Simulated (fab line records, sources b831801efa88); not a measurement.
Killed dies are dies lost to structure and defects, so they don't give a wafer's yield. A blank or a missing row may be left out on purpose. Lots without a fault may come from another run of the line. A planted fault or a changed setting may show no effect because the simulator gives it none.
fab line records | flow sky130
record lots=6 wafers=18 last_day=50
route steps=708 shown LDD_HVP@288 LDD_LDN@289 PAD_OPEN@708
lots that met no fault: from a run of the same line without faults
start_h: hours from the record's first day to the start of the lot's first wafer shown | wait_h: hours since the lot's step before | " the same as in the row above | L1.1+2: a row that stands for several wafers | - no value, or no start given | * or withheld: withheld | < > ~ a bound
route shown NAME@n: a module of which the file shows steps, and the number in the route of the first | usual: mean/standard deviation of fault-free wafers | same: alike in all rows | chamber/n: place in a boat | sites: the reading at each site | _std_site: their standard deviation | _edge_site: outer sites' mean less inner sites' | radius_mm: how far each site lies from the wafer's centre | mask NAME#n: copy n | behind: the tool/chamber that last shaped the wafer | hold: why the lot was held/for how many hours/how that ended | device: the transistor (n, p or np) that didn't switch | end of line: the same wafers' tests at the end of the route | a step without rows: its recipe alone | killed: dies lost to structure and defects at the first sort, not the wafer's yield | map: a wafer's dies, x killed, . not, _ none there
set.NAME: the setting as run; set.NAME@STEP: as run at that earlier step | model.NAME: the simulator's own value behind a step, which no gauge read
lots at some steps of the route; a table a step, a row a wafer
services: from which hour (start_h, from the record's first day; less than 0 if before it) a tool's chamber was out of use, for how many hours, and why
## steps
# step SKY_LDD_HVP_TW_MEAS_10
# usual LDD_HVP_TW=460/3.5
# columns lot.wafer tool chamber start_h wait_h LDD_HVP_TW
L774.1 film_metro-03 - 570.22 0.1 462
L774.4 " - " " 462
L774.6 " - " " 463
L775.2 film_metro-04 - 571.18 0.1 460
L775.4 " - " " 462
L775.6 " - " " 462
L776.2 film_metro-04 - 575.18 0.1 462
L776.3 " - " " 464
L776.5 " - " " 460
L777.2 film_metro-02 - 590.04 0.1 455
L777.3 " - " " 455
L777.6 " - " " 455
L786.1 film_metro-03 - 662.37 0.1 466
L786.5 " - " " 464
L786.6 " - " " 467
L787.2 film_metro-02 - 669.88 0.1 457
L787.5 " - " " 455
L787.6 " - " " 456
# step SKY_LDD_LDN_DEHYDRATE_00
# recipe temp_c=200 time_s=60
# step SKY_LDD_LDN_HMDS_01
# recipe prime_time_s=60 prime_temp_c=120
# step SKY_LDD_LDN_COAT_02
# recipe resist=NOVOLAK spin_rpm=3000 resist_thk_nm=1140
# step SKY_LDD_LDN_SOFTBAKE_03
# recipe temp_c=90 time_s=60 resist=NOVOLAK
# step SKY_LDD_LDN_EXPOSE_04
# recipe mask_id=LDNTM na=0.6 source_shape=conventional sigma_outer=0.6 polarization=unpolarized target_cd_nm=700 dose_mj=140
# step SKY_LDD_LDN_PEB_05
# recipe temp_c=withheld time_s=* resist=NOVOLAK
# step SKY_LDD_LDN_DEVELOP_06
# recipe resist=NOVOLAK developer=TMAH develop_time_s=60 dev_temp_c=23
# step SKY_LDD_LDN_OVL_MEAS_07
# usual LDD_LDN_OVL=1.4/1.3
# columns lot.wafer tool chamber start_h wait_h LDD_LDN_OVL[nm]
L774.1 overlay-02 - 600.25 0.1 4.3
L774.4 " - " " 2.5
L774.6 " - " " 3.6
L775.2 overlay-02 - 601.15 0.1 0.3
L775.4 " - " " 1.6
L775.6 " - " " 1.4
L776.2 overlay-01 - 605.19 0.1 0.2
L776.3 " - " " 0.2
L776.5 " - " " -0.6
L777.2 overlay-02 - 619.50 0.1 2.0
L777.3 " - " " 1.7
L777.6 " - " " 1.5
L786.1 overlay-02 - 689.69 0.1 1.8
L786.5 " - " " 2.3
L786.6 " - " " 3.5
L787.2 overlay-01 - 697.65 0.1 2.1
L787.5 " - " " -0.3
L787.6 " - " " -0.3
# step SKY_LDD_LDN_IMPLANT_08
# recipe species=As energy_kev=15 dose_cm2=1.25e+13 tilt_deg=withheld rotation_deg=23
# step SKY_LDD_LDN_IMPLANT_09
# recipe species=As energy_kev=15 dose_cm2=1.25e+13 tilt_deg=withheld rotation_deg=113
# step SKY_LDD_LDN_IMPLANT_10
# recipe species=As energy_kev=15 dose_cm2=1.25e+13 tilt_deg=withheld rotation_deg=203
# step SKY_LDD_LDN_IMPLANT_11
# recipe species=As energy_kev=15 dose_cm2=1.25e+13 tilt_deg=withheld rotation_deg=293
# usual dose_ions_cm2=1.2501e+13/1.3e+10 end_station_pressure_torr=5.06e-06/2.5e-07 faraday_current_uA=70.6/1.3
# columns lot.wafer tool chamber start_h wait_h dose_ions_cm2 end_station_pressure_torr faraday_current_uA
L774.1 implanter-03 0 600.73 0.1 1.248e+13 5.09e-06 69.4
L774.4 " 0 " " 1.2495e+13 4.73e-06 69.4
L774.6 " 0 " " 1.2477e+13 5.1e-06 70.4
L775.2 implanter-01 0 601.66 0.1 1.2501e+13 5.41e-06 70.2
L775.4 " 0 " " 1.2495e+13 5.05e-06 71.8
L775.6 " 0 " " 1.2504e+13 5.12e-06 68.1
L776.2 implanter-01 0 605.70 0.1 1.3487e+13 5e-06 76.8
L776.3 " 0 " " 1.3509e+13 4.93e-06 78.0
L776.5 " 0 " " 1.3481e+13 4.82e-06 74.1
L777.2 implanter-01 0 620.01 0.1 1.3492e+13 5.32e-06 78.1
L777.3 " 0 " " 1.3474e+13 5.05e-06 75.9
L777.6 " 0 " " 1.3492e+13 4.94e-06 76.6
L786.1 implanter-03 0 690.17 0.1 1.2475e+13 4.66e-06 70.9
L786.5 " 0 " " 1.2486e+13 5.49e-06 71.5
L786.6 " 0 " " 1.2506e+13 4.98e-06 71.9
L787.2 implanter-01 0 698.16 0.1 1.2498e+13 5.26e-06 70.3
L787.5 " 0 " " 1.2508e+13 5.31e-06 69.3
L787.6 " 0 " " 1.2497e+13 4.82e-06 69.9
# step SKY_LDD_LDN_STRIP_12
# recipe chemistry=O2/N2 power_w=1400 pressure_mtorr=1500 platen_temp_c=withheld o2_flow_sccm=3000 n2_flow_sccm=300 overash_fraction=0.5
# usual drypump_motor_current_A=5.9/0.4 o2_flow_sccm=2999/8.1 oes_product_au=0.716/0.0043 strip_time_to_endpoint_s=14.17/0.04
# columns lot.wafer tool chamber start_h wait_h drypump_motor_current_A o2_flow_sccm oes_product_au rf_hours_counter_h strip_time_to_endpoint_s
L774.1 plasma_asher-01 0 600.88 0.1 6.2 3002 0.713 18 14.17
L774.4 " 0 " " 6.1 2997 0.711 - 14.18
L774.6 " 0 " " 6.1 2992 0.707 - 14.19
L775.2 plasma_asher-02 1 601.80 0.1 6.4 3000 0.711 92 14.14
L775.4 " 1 " " 6.4 3002 0.720 - 14.13
L775.6 " 1 " " 6.4 3020 0.713 - 14.12
L776.2 plasma_asher-01 1 605.82 0.1 5.9 2991 0.712 19 14.12
L776.3 " 0 " " 6.1 3009 0.723 - 14.16
L776.5 " 1 " " 5.9 2997 0.724 - 14.16
L777.2 plasma_asher-02 0 620.13 0.1 5.6 3004 0.709 94 14.20
L777.3 " 1 " " 6.4 2989 0.714 - 14.13
L777.6 " 0 " " 5.6 3007 0.718 - 14.15
L786.1 plasma_asher-01 0 690.32 0.1 6.1 2994 0.719 27 14.20
L786.5 " 0 " " 6.1 3006 0.718 - 14.26
L786.6 " 1 " " 5.9 2998 0.715 - 14.22
L787.2 plasma_asher-02 1 698.28 0.1 6.4 3004 0.708 102 14.20
L787.5 " 1 " " 6.4 3000 0.721 - 14.16
L787.6 " 0 " " 5.6 3016 0.708 - 14.17
# step SKY_PAD_OPEN_PROBE_99
# usual killed_at_M0_to_M3=43/8 killed_at_M4_up=2.9/1.6 killed_at_contacts=26/5.2 killed_at_front_end=15/4.3 killed_at_other=0.3/0.56 killed_dies=87/10 killed_open=48/6.9 killed_short=40/6.5
# same gross_dies=492 killed_at_back_side=0
# columns lot.wafer tool chamber start_h wait_h killed_at_M0_to_M3 killed_at_M4_up killed_at_contacts killed_at_front_end killed_at_other killed_dies killed_open killed_short
L775.2 prober-02 - 1128.66 0.1 52 1 24 16 1 94 53 41
L775.4 prober-02 - 1128.76 0.2 49 5 24 15 0 93 51 42
L775.6 prober-02 - 1128.86 0.2 51 2 14 17 1 85 51 34
L777.3 prober-02 - 1140.17 0.2 39 2 27 21 0 89 49 40
# killed by level:class
L775.2 VIA1:geometric_particle:open=13 LI_CONTACT:geometric_particle:open=9 VIA2:geometric_particle:open=9 CONTACT:geometric_particle:open=7 VIA1:geometric_particle:short=7 VIA3:geometric_particle:open=7 METAL1:geometric_particle:short=6 METAL2:geometric_particle:short=5
L775.4 VIA1:geometric_particle:open=14 METAL2:geometric_particle:short=9 VIA3:geometric_particle:open=8 LI_CONTACT:geometric_particle:open=7 CONTACT:geometric_particle:open=7 CONTACT:geometric_particle:short=6 VIA1:geometric_particle:short=6 FIELD_ISO:geometric_particle:open=5
L775.6 VIA1:geometric_particle:open=17 CONTACT:geometric_particle:open=9 METAL2:geometric_particle:short=9 VIA2:geometric_particle:open=7 FIELD_ISO:geometric_particle:short=5 FIELD_ISO:geometric_particle:open=4 VIA3:geometric_particle:open=4 METAL1:geometric_particle:short=4
L777.3 LI_CONTACT:geometric_particle:open=9 VIA3:geometric_particle:open=7 VIA1:geometric_particle:short=7 VIA1:geometric_particle:open=7 VIA2:geometric_particle:open=6 CONTACT:geometric_particle:open=6 CONTACT:geometric_particle:short=5 FIELD_ISO:geometric_particle:open=4
## services
# columns tool chamber start_h hours kind
implanter-01 - 612.25 3.3 pm
plasma_asher-02 - 616.29 1.5 repair
plasma_asher-01 - 648.10 1.1 repair
implanter-01 - 653.19 0.6 repair
implanter-01 - 674.57 3.0 pm
## key
first_sign step=SKY_LDD_LDN_IMPLANT_11 reading=dose_ions_cm2 direction=up sigmas=76 usual=* struck=*
effect step=SKY_LDD_LDN_IMPLANT_11 reading=faraday_current_uA direction=up sigmas=4.5 usual=70.6 struck=76.6
met_at SKY_LDD_LDN_IMPLANT_11
struck_wafers L776.2,L776.3,L776.5,L777.2,L777.3,L777.6
tester_left_out L776,L777
onset_between 601.66 605.70
fault kind=process_parameter_drift tool=implanter-01 chamber=- onset_h=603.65 steps=SKY_LDD_LDN_IMPLANT_11 channel=dose_cm2 offset=* shape=step end_h=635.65 acts_in=* stated=*
# tester_left_out: of these lots the tester's yield and bins aren't shown, on N5 and GAA mostly nor the transistor test; their killed dies are dies lost to structure and defects alone, not to doping, threshold or leakage, so they don't give the yield
